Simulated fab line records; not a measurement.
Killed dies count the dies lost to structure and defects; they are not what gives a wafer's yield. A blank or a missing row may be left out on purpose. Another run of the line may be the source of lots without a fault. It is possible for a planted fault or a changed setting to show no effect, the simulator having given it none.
fab line records    flow sky130
record: lots: 11  wafers: 33  last_day: 50
route steps=708 shown PWDE@54 SONOS_ONO@168 RES_PROTECT@214 LDD_LDN@302
lots with no fault: from the same line, run without faults
start_h: start of the lot's first displayed wafer, in hours after the record's first day    wait_h: hours since the lot's step before    " unchanged from the row above    L1.1+2: several wafers, shown together as one row    - no value, or no start was given    * or withheld: withheld    < > ~ a bound
route shown NAME@n: a module of which the file shows steps, and the number in the route of the first    usual: mean/standard deviation of fault-free wafers    same: alike in all rows    chamber/n: place in a boat    sites: each site's reading    _std_site: their standard deviation    _edge_site: mean of outer sites minus mean of inner sites    radius_mm: for every site, how far away it sits from the centre of the wafer    mask NAME#n: copy n    behind: the last tool/chamber to shape the wafer    hold: cause of the lot's hold/its duration in hours/its outcome    device: the transistor (n, p or np) that didn't switch    end of line: the route-end tests of the same wafers    a step without rows: its recipe alone    killed: count of dies lost to structure and defects at first sort (not the wafer's yield)    map: shows each die of a wafer: x if killed, . if not, _ if none is there
set.NAME: the run value of the setting; set.NAME@STEP: its run value at that earlier step    model.NAME: the simulator's own value behind a step, which no gauge read
the route's steps for a sample of lots (tables are steps, rows are wafers)
services: from which hour (start_h, from the record's first day; less than 0 if before it) a tool's chamber was out of use, for how many hours, and why
== steps ==
step: SKY_PWDE_STRIP_09
recipe: chemistry: O2/N2  power_w: 1400  pressure_mtorr: 1500  platen_temp_c: withheld  o2_flow_sccm: 3000  n2_flow_sccm: 300  overash_fraction: 0.5
usual: drypump_motor_current_A: 5.6/0.54  oes_product_au: 0.723/0.0047  strip_time_to_endpoint_s: 36.91/0.088
lot.wafer  tool             chamber  start_h  wait_h  drypump_motor_current_A  oes_product_au  rf_hours_counter_h  strip_time_to_endpoint_s
L674.1     plasma_asher-02  1        68.79    0.1     5.3                      0.719           26                  36.88
L674.5     "                0        "        "       6.8                      0.720           -                   36.75
L674.6     "                1        "        "       5.3                      0.734           -                   36.71
L677.1     plasma_asher-03  0        86.33    0.1     5.8                      0.723           40                  37.01
L677.2     "                1        "        "       5.0                      0.722           40                  37.01
L677.4     "                1        "        "       5.0                      0.722           -                   37.00
L676.1     plasma_asher-01  1        86.68    0.1     5.6                      0.722           40                  36.86
L676.4     "                0        "        "       5.3                      0.726           -                   36.93
L676.5     "                1        "        "       5.6                      0.722           -                   36.86
L678.1     plasma_asher-02  1        89.18    0.1     5.3                      0.727           28                  36.81
L678.2     "                0        "        "       6.7                      0.722           28                  36.92
L678.4     "                0        "        "       6.7                      0.717           -                   37.00
L682.1     plasma_asher-02  0        113.78   0.1     6.7                      0.722           30                  36.90
L682.4     "                0        "        "       6.7                      0.726           -                   36.81
L682.5     "                0        "        "       6.8                      0.732           -                   36.77
L683.1     plasma_asher-01  1        118.44   0.1     5.6                      0.719           0                   36.81
L683.4     "                1        "        "       5.6                      0.721           -                   36.91
L683.5     "                1        "        "       5.6                      0.724           -                   36.82
L691.1     plasma_asher-01  1        166.63   0.1     5.6                      0.724           5                   36.90
L691.2     "                0        "        "       5.3                      0.729           5                   36.98
L691.4     "                0        "        "       5.3                      0.724           -                   36.92
L694.1     plasma_asher-01  0        180.81   0.1     5.3                      0.718           6                   36.94
L694.3     "                0        "        "       5.3                      0.719           -                   36.82
L694.6     "                1        "        "       5.6                      0.725           -                   36.78
L695.1     plasma_asher-02  0        185.08   0.1     6.7                      0.722           38                  36.80
L695.4     "                0        "        "       6.8                      0.726           -                   36.87
L695.5     "                1        "        "       5.4                      0.725           -                   36.77
L696.2     plasma_asher-01  1        191.68   0.1     5.6                      0.727           7                   36.88
L696.4     "                1        "        "       5.6                      0.727           -                   36.95
L696.5     "                0        "        "       5.3                      0.718           -                   36.88
L697.3     plasma_asher-02  1        201.18   0.1     5.3                      0.720           -                   36.79
L697.4     "                0        "        "       6.7                      0.715           -                   36.79
L697.6     "                1        "        "       5.3                      0.725           -                   36.79
step: SKY_SONOS_ONO_OXIDATION_00
recipe: temp_c: 800  ambient: O2  idle_temp_c: 700  ramp_up_c_per_min: 10  ramp_down_c_per_min: 3  stabilise_s: 600  purge_s: 300  target_thk_a: 26  ox_time_s: 1249
usual: spike_tc_centre_C: 799.4/1.9  spike_tc_lower_C: 799.4/1.3  spike_tc_top_C: 812.1/1.6  spike_tc_upper_C: 800.3/0.99  tube_center_temp_C: 800/0.07  tube_center_temp_C_max: 802.1/0.33  zone_power_centre_pct: 15.4/0.61
lot.wafer  tool        chamber  start_h  wait_h  spike_tc_centre_C  spike_tc_lower_C  spike_tc_top_C  spike_tc_upper_C  tube_center_temp_C  tube_center_temp_C_max  zone_power_centre_pct
L674.1     furnace-02  0        246.39   0.3     800.4              801.9             812.5           799.8             800.02              802.1                   16.2
L674.5     "           0        "        "       803.8              800.1             810.5           800.3             800.02              802.1                   15.9
L674.6     "           0        "        "       800.2              799.2             809.7           801.2             800.07              801.8                   16.1
L677.1     furnace-02  0        271.63   0.8     800.5              800.3             812.1           799.3             800.12              802.1                   16.2
L677.2     "           0        "        "       800.6              799.2             811.2           801.1             800                 801.7                   15.9
L677.4     "           0        "        "       802.3              799.4             810.7           798.9             799.96              801.8                   15.8
L676.1     furnace-01  0        273.67   1.3     798.0              800.1             811.8           798.5             800.06              802.3                   14.8
L676.4     "           0        "        "       800.0              798.3             813.4           799.2             799.96              802.1                   14.9
L676.5     "           0        "        "       796.4              798.2             815.2           800.9             799.95              802.1                   14.9
L678.1     furnace-01  0        281.78   2.6     797.6              799.4             813.8           799.0             799.98              802.2                   14.7
L678.2     "           0        "        "       798.5              797.7             814.2           798.9             799.94              801.5                   14.7
L678.4     "           0        "        "       798.5              798.4             813.5           798.3             800.06              802.3                   15.0
L682.1     furnace-01  0        310.02   0.0     785.6              786.6             801.8           789.0             787.24              789.1                   14.1
L682.4     "           0        "        "       786.2              785.1             800.9           787.5             787.26              789.3                   14.3
L682.5     "           0        "        "       785.2              784.4             802.5           787.3             787.32              789.0                   14.3
L683.1     furnace-01  0        317.81   1.0     783.0              786.4             802.3           788.2             787.29              789.4                   14.4
L683.4     "           0        "        "       785.9              785.1             803.1           788.3             787.2               789.5                   14.4
L683.5     "           0        "        "       785.4              784.1             802.2           786.6             787.24              788.8                   14.3
L691.1     furnace-02  0        382.03   0.0     801.0              800.2             810.6           802.9             800.11              802.2                   16.2
L691.2     "           0        "        "       800.4              799.7             810.2           799.8             799.9               801.9                   15.9
L691.4     "           0        "        "       800.5              798.1             811.2           800.0             800                 802.1                   16.3
L694.1     furnace-02  0        396.85   0.0     799.7              800.9             811.9           800.6             800                 801.8                   16.0
L694.3     "           0        "        "       800.9              799.9             811.3           799.1             799.89              801.8                   16.0
L694.6     "           0        "        "       800.1              799.2             809.0           799.0             800.04              801.9                   16.1
L695.1     furnace-02  0        403.17   0.0     801.2              800.3             810.9           801.9             800                 801.9                   15.8
L695.4     "           0        "        "       800.7              800.9             811.7           800.0             799.87              802.4                   15.8
L695.5     "           0        "        "       802.5              799.4             810.2           799.5             799.99              802.5                   15.7
L696.2     furnace-01  0        412.65   0.0     797.9              799.8             813.0           801.2             799.94              802.3                   14.9
L696.4     "           0        "        "       797.3              798.6             814.1           799.7             799.92              802.0                   14.8
L696.5     "           0        "        "       796.6              798.9             813.6           800.5             800.05              802.2                   14.8
L697.3     furnace-01  0        428.04   0.0     798.8              798.8             812.0           798.7             799.98              801.9                   15.0
L697.4     "           0        "        "       799.0              797.8             813.1           800.2             799.97              802.6                   14.7
L697.6     "           0        "        "       796.0              797.4             813.4           800.8             799.97              802.3                   14.6
step: SKY_SONOS_ONO_THK_MEAS_01
recipe: reads: SiO2_of_SONOS_ONO_OXIDATION_00
usual: SONOS_ONO_OXIDATION_THK: 2.60/0.054
lot.wafer  tool           chamber  start_h  wait_h  SONOS_ONO_OXIDATION_THK[nm]
L674.1     film_metro-03  -        247.73   0.0     2.60
L674.5     "              -        "        "       2.60
L674.6     "              -        "        "       2.55
L677.1     film_metro-03  -        272.98   0.0     2.56
L677.2     "              -        "        "       2.57
L677.4     "              -        "        "       2.63
L676.1     film_metro-03  -        275.02   0.0     2.63
L676.4     "              -        "        "       2.58
L676.5     "              -        "        "       2.59
L678.1     film_metro-02  -        283.12   0.0     2.61
L678.2     "              -        "        "       2.59
L678.4     "              -        "        "       2.66
L682.1     film_metro-02  -        311.37   0.0     2.14
L682.4     "              -        "        "       2.19
L682.5     "              -        "        "       2.15
L683.1     film_metro-01  -        319.15   0.0     2.12
L683.4     "              -        "        "       2.10
L683.5     "              -        "        "       2.06
L691.1     film_metro-02  -        383.38   0.0     2.62
L691.2     "              -        "        "       2.62
L691.4     "              -        "        "       2.67
L694.1     film_metro-03  -        398.19   0.0     2.57
L694.3     "              -        "        "       2.47
L694.6     "              -        "        "       2.49
L695.1     film_metro-02  -        404.51   0.0     2.51
L695.4     "              -        "        "       2.51
L695.5     "              -        "        "       2.56
L696.2     film_metro-01  -        414.00   0.0     2.67
L696.4     "              -        "        "       2.63
L696.5     "              -        "        "       2.66
L697.3     film_metro-01  -        429.41   0.0     2.62
L697.4     "              -        "        "       2.69
L697.6     "              -        "        "       2.62
step: SKY_RES_PROTECT_STRIP_07
recipe: chemistry: O2/N2  power_w: 1400  pressure_mtorr: 1500  platen_temp_c: withheld  o2_flow_sccm: 3000  n2_flow_sccm: 300  overash_fraction: 0.5
usual: drypump_motor_current_A: 5.7/0.66  oes_product_au: 0.517/0.0045  strip_time_to_endpoint_s: 23.29/0.043
lot.wafer  tool             chamber  start_h  wait_h  drypump_motor_current_A  oes_product_au  rf_hours_counter_h  strip_time_to_endpoint_s
L674.1     plasma_asher-03  1        343.06   0.1     4.9                      0.513           64                  23.26
L674.5     "                1        "        "       4.9                      0.514           -                   23.23
L674.6     "                0        "        "       5.8                      0.518           -                   23.23
L676.1     plasma_asher-04  1        357.36   0.1     6.4                      0.514           67                  23.29
L676.4     "                0        "        "       5.2                      0.523           -                   23.28
L676.5     "                0        "        "       5.3                      0.516           -                   23.29
L677.1     plasma_asher-04  1        359.70   0.1     6.5                      0.513           67                  23.26
L677.2     "                0        "        "       5.2                      0.519           67                  23.37
L677.4     "                0        "        "       5.3                      0.525           -                   23.32
L678.1     plasma_asher-03  0        473.20   0.1     5.8                      0.517           4                   23.37
L678.2     "                1        "        "       4.9                      0.521           4                   23.38
L678.4     "                1        "        "       5.0                      0.511           -                   23.36
L683.1     plasma_asher-03  0        473.50   0.1     5.8                      0.527           4                   23.31
L683.4     "                1        "        "       4.9                      0.520           -                   23.33
L683.5     "                0        "        "       5.8                      0.514           -                   23.31
L682.1     plasma_asher-03  0        473.80   0.1     5.8                      0.525           4                   23.33
L682.4     "                0        "        "       5.8                      0.519           -                   23.31
L682.5     "                1        "        "       5.0                      0.519           -                   23.27
L691.1     plasma_asher-02  0        487.20   0.1     6.8                      0.514           69                  23.21
L691.2     "                1        "        "       5.4                      0.519           69                  23.24
L691.4     "                0        "        "       6.7                      0.519           -                   23.28
L694.1     plasma_asher-03  0        500.20   0.1     5.8                      0.521           7                   23.27
L694.3     "                1        "        "       4.9                      0.509           -                   23.28
L694.6     "                1        "        "       5.0                      0.517           -                   23.25
L695.1     plasma_asher-03  1        507.46   0.1     4.9                      0.518           7                   23.30
L695.4     "                0        "        "       5.8                      0.522           -                   23.32
L695.5     "                1        "        "       4.9                      0.518           -                   23.29
L696.2     plasma_asher-03  1        517.44   0.1     4.9                      0.515           8                   23.30
L696.4     "                0        "        "       5.8                      0.515           -                   23.34
L696.5     "                0        "        "       5.8                      0.512           -                   23.29
L697.3     plasma_asher-02  0        530.44   0.1     6.7                      0.514           -                   23.26
L697.4     "                1        "        "       5.4                      0.516           -                   23.29
L697.6     "                0        "        "       6.8                      0.513           -                   23.27
step: SKY_LDD_LDN_TW_MEAS_13
usual: LDD_LDN_TW: 1473/10
lot.wafer  tool           chamber  start_h  wait_h  LDD_LDN_TW
L674.1     film_metro-03  -        522.03   0.1     1482
L674.5     "              -        "        "       1480
L674.6     "              -        "        "       1491
L676.1     film_metro-02  -        567.78   0.1     1482
L676.4     "              -        "        "       1482
L676.5     "              -        "        "       1483
L677.1     film_metro-02  -        568.59   0.1     1474
L677.2     "              -        "        "       1479
L677.4     "              -        "        "       1481
L678.1     film_metro-01  -        655.03   0.1     1454
L678.2     "              -        "        "       1453
L678.4     "              -        "        "       1456
L683.1     film_metro-02  -        657.43   0.1     1463
L683.4     "              -        "        "       1464
L683.5     "              -        "        "       1471
L682.1     film_metro-03  -        658.63   0.1     1479
L682.4     "              -        "        "       1480
L682.5     "              -        "        "       1483
L691.1     film_metro-01  -        669.13   0.1     1468
L691.2     "              -        "        "       1472
L691.4     "              -        "        "       1466
L694.1     film_metro-02  -        682.64   0.1     1472
L694.3     "              -        "        "       1469
L694.6     "              -        "        "       1477
L695.1     film_metro-03  -        687.94   0.1     1475
L695.4     "              -        "        "       1470
L695.5     "              -        "        "       1471
L696.2     film_metro-03  -        696.74   0.1     1485
L696.4     "              -        "        "       1476
L696.5     "              -        "        "       1468
L697.3     film_metro-03  -        710.80   0.1     1478
L697.4     "              -        "        "       1483
L697.6     "              -        "        "       1482
== services ==
tool             chamber  start_h  hours  kind
plasma_asher-03  -        59.54    0.9    repair
plasma_asher-02  -        92.78    3.9    repair
plasma_asher-01  -        108.75   9.0    pm
plasma_asher-03  -        125.48   9.8    pm
plasma_asher-01  -        127.27   1.2    repair
plasma_asher-03  -        142.07   0.8    repair
plasma_asher-03  -        167.32   0.3    repair
furnace-01       -        176.68   3.4    pm
furnace-02       -        204.27   3.1    pm
furnace-02       -        221.86   1.8    pm
plasma_asher-03  -        272.52   4.3    pm
furnace-02       -        277.66   10.2   repair
plasma_asher-02  -        325.50   1.6    repair
furnace-02       -        344.46   12.6   repair
furnace-01       -        357.73   3.4    pm
plasma_asher-03  -        361.22   1.5    repair
furnace-02       -        373.30   3.3    pm
plasma_asher-04  -        381.83   20.0   repair
plasma_asher-03  -        421.25   9.0    pm
furnace-01       -        432.31   3.3    pm
furnace-01       -        442.93   1.1    repair
plasma_asher-01  -        476.17   0.9    repair
furnace-01       -        512.35   3.3    pm
furnace-01       -        515.66   19.1   pm
== key ==
first_sign: step: SKY_SONOS_ONO_OXIDATION_00  reading: tube_center_temp_C  direction: down  sigmas: 99+  usual: *  struck: *
effect: step: SKY_SONOS_ONO_OXIDATION_00  reading: tube_center_temp_C_max  direction: down  sigmas: 38  usual: *  struck: *
effect: step: SKY_SONOS_ONO_THK_MEAS_01  reading: SONOS_ONO_OXIDATION_THK  direction: down  sigmas: 8.8  usual: 2.60  struck: 2.13
met_at SKY_SONOS_ONO_OXIDATION_00
struck_lots L682,L683
tester_left_out L682,L683
not_acting_at SKY_PWDE_STRIP_09,SKY_RES_PROTECT_STRIP_07,SKY_LDD_LDN_TW_MEAS_13
onset_between 281.78 310.02
fault: kind: process_parameter_drift  tool: furnace-01  chamber: -  onset_h: 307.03  steps: SKY_SONOS_ONO_OXIDATION_00  channel: temp_c  offset: *  shape: step  end_h: 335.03  acts_in: *  stated: *
tester_left_out: of these lots the tester's yield and bins aren't shown, on N5 and GAA mostly nor the transistor test; their killed dies are dies lost to structure and defects alone, not to doping, threshold or leakage, so they don't give the yield
